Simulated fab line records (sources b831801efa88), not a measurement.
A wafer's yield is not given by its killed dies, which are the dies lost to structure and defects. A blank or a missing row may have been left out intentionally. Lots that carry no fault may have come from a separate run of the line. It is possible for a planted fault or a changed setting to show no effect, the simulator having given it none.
Problem report in the 8D (eight disciplines) form, filled by code | flow gf180mcu | the parts of the form that need people (team, actions taken, sign-off) are left out

1. THE ISSUE
A mean of 104.02 s is read at GF_V4_SOFTBAKE_10 for runLengthS, taken on 1 wafer of 1 lot, against 89.26 s (standard deviation 0.19) on wafers free of any fault. That puts it +78 standard deviations away from the usual mean.
The step: time 60 s.
The first sign was on wafer L957.2 at day 27 12:00, on lithoTrack-04. Wafers with a number at this step in the record: 39, from 13 lots. Rule for "out", or "out of limits": more than 4 standard deviations from the usual mean. All remaining wafers that have a number are taken as sound.

2. WHAT THIS IS AND IS NOT
question                    | is                | is not
which readings at this step | runLengthS        | -
which lots                  | L957              | L947, L948, L949, L950, L951, L961, L962, L963, L965, L966, L968, L969
which wafers of those lots  | L957.2            | L957.3, L957.5
read on which tools         | lithoTrack-04     | lithoTrack-01, lithoTrack-02
when                        | from day 27 12:00 | up to then (17 sound wafers); but 21 sound wafers of L961, L962, L963, L965, L966, L968, L969 came after

3. THE SUSPECTS, EACH WITH WHAT RULES IT OUT
Counting: if a tool at a process step up to the reading ran every lot that is out, it stays a suspect. Sound lots after the first of them don't rule it out here, since some wafers of a struck lot are sound.
- pvdSputter-02 at GF_V3_SPUTTER_21 (material Ti, target thk 15 nm, time 80.02 s): kept. It ran the lot that is out, L957 (day 26 03:40); its last sound lot up to then is L951 (day 24 01:13).
- pvdSputter-03 at GF_M4_SPUTTER_04 (material TiN, target thk 50 nm, time 41.7 s): kept. It ran the lot that is out, L957 (day 26 04:38).
- lithoTrack-04 at GF_V4_SOFTBAKE_10 (time 60 s): kept. It ran the lot that is out, L957 (day 27 12:00); its last sound lot up to then is L949 (day 24 12:00). On those wafers its own readings are out: runLengthS.
Left after counting: pvdSputter-02 at GF_V3_SPUTTER_21, pvdSputter-03 at GF_M4_SPUTTER_04, lithoTrack-04 at GF_V4_SOFTBAKE_10.

4. THE CAUSE (what the simulator had put in)
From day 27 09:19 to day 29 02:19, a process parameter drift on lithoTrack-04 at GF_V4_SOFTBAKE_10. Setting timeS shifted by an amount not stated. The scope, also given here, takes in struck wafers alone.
Counting leaves 3 suspects; this tool is one of them.

5. THE CHAIN OF EFFECTS, in route order
Each row: a reading whose mean over the struck wafers that have a number lies more than 3 standard deviations from the usual. Only readings for which the record gives a usual standard deviation are gone through. hours: the time from each lot's start at the first step in this table that gives one to its start at this step, as a median over the lots. sigmas: the change in usual standard deviations.
hours | step              | reading    | usual   | on struck wafers | change | sigmas
0     | GF_V4_SOFTBAKE_10 | runLengthS | 89.26 s | 104.02           | +14.76 | +78
Here are the process steps it includes:
- GF_V4_SOFTBAKE_10: time 60 s.

6. HOW IT WOULD HAVE BEEN CAUGHT EARLIER
The fault began at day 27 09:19; the first out-of-limits reading in this record came at day 27 12:00, 3 hours later.
